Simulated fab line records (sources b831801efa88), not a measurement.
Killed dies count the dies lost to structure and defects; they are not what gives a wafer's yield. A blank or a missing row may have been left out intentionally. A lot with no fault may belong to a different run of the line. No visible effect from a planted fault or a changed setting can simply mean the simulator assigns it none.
Chamber matching || flow sky130 || cmp-01 running SKY_VIA3_CMP_02: 4 sister chambers
The step polishes SiO2. 18 wafers are shown with their chamber, then 9 later ones without.

== EACH WAFER AND ITS CHAMBER ==
{"wafer": "L078.1", "chamber": 0, "motor-current-A (A)": 12.4}
{"wafer": "L078.5", "chamber": 0, "motor-current-A (A)": 12.0}
{"wafer": "L078.6", "chamber": 3, "motor-current-A (A)": 15.5}
{"wafer": "L083.1", "chamber": 1, "motor-current-A (A)": 12.9}
{"wafer": "L083.2", "chamber": 0, "motor-current-A (A)": 13.0}
{"wafer": "L083.4", "chamber": 2, "motor-current-A (A)": 12.2}
{"wafer": "L086.1", "chamber": 3, "motor-current-A (A)": 14.9}
{"wafer": "L086.2", "chamber": 0, "motor-current-A (A)": 12.6}
{"wafer": "L086.6", "chamber": 0, "motor-current-A (A)": 12.3}
{"wafer": "L085.1", "chamber": 3, "motor-current-A (A)": 14.1}
{"wafer": "L085.3", "chamber": 1, "motor-current-A (A)": 12.3}
{"wafer": "L085.6", "chamber": 3, "motor-current-A (A)": 15.2}
{"wafer": "L088.2", "chamber": 3, "motor-current-A (A)": 15.1}
{"wafer": "L088.5", "chamber": 1, "motor-current-A (A)": 13.0}
{"wafer": "L088.6", "chamber": 0, "motor-current-A (A)": 13.3}
{"wafer": "L092.1", "chamber": 3, "motor-current-A (A)": 14.2}
{"wafer": "L092.2", "chamber": 1, "motor-current-A (A)": 12.7}
{"wafer": "L092.6", "chamber": 0, "motor-current-A (A)": 12.9}

SIGNATURES, as means of the wafers listed above
{"reading": "motor-current-A", "chamber 0": 12.643, "chamber 1": 12.725, "chamber 2": 12.200, "chamber 3": 14.833, "scatter within a chamber": 0.47}
Rule: for each reading, subtract the chamber's mean from the wafer's reading, divide by that reading's scatter and square the result; add these up over the readings and take the root, which gives the wafer's distance from the chamber. If the next closest chamber is less than 2 further off than the closest, the wafer can't be placed; otherwise it belongs to the closest. How the scatter is found: for the shown wafers, subtract from each reading the mean of its chamber, square and add these, divide the total by (wafers less chambers), then take the root.

== WAFERS WHOSE CHAMBER IS MISSING ==
{"wafer": "L093.1", "motor-current-A (A)": 12.9}
{"wafer": "L093.2", "motor-current-A (A)": 12.0}
{"wafer": "L093.3", "motor-current-A (A)": 12.4}
{"wafer": "L094.4", "motor-current-A (A)": 12.3}
{"wafer": "L094.5", "motor-current-A (A)": 14.2}
{"wafer": "L094.6", "motor-current-A (A)": 12.3}
{"wafer": "L095.2", "motor-current-A (A)": 14.7}
{"wafer": "L095.4", "motor-current-A (A)": 12.6}
{"wafer": "L095.6", "motor-current-A (A)": 13.5}

== WHICH CHAMBER EACH WENT THROUGH ==
{"wafer": "L093.1", "from the rows above": "can't be placed: 1 or 0 or 2", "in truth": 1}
{"wafer": "L093.2", "from the rows above": "can't be placed: 2 or 0 or 1", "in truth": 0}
{"wafer": "L093.3", "from the rows above": "can't be placed: 2 or 0 or 1", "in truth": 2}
{"wafer": "L094.4", "from the rows above": "can't be placed: 2 or 0 or 1", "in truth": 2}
{"wafer": "L094.5", "from the rows above": "can't be placed: 3 or 1 or 0", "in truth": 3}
{"wafer": "L094.6", "from the rows above": "can't be placed: 2 or 0 or 1", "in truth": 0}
{"wafer": "L095.2", "from the rows above": 3, "in truth": 3}
{"wafer": "L095.4", "from the rows above": "can't be placed: 0 or 1 or 2", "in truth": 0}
{"wafer": "L095.6", "from the rows above": "can't be placed: 1 or 0 or 2 or 3", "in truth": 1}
Placed correctly: 1 of 9. Unplaceable from these rows: 8, with the true chamber sitting among the candidates in 8. Placed wrongly: 0.
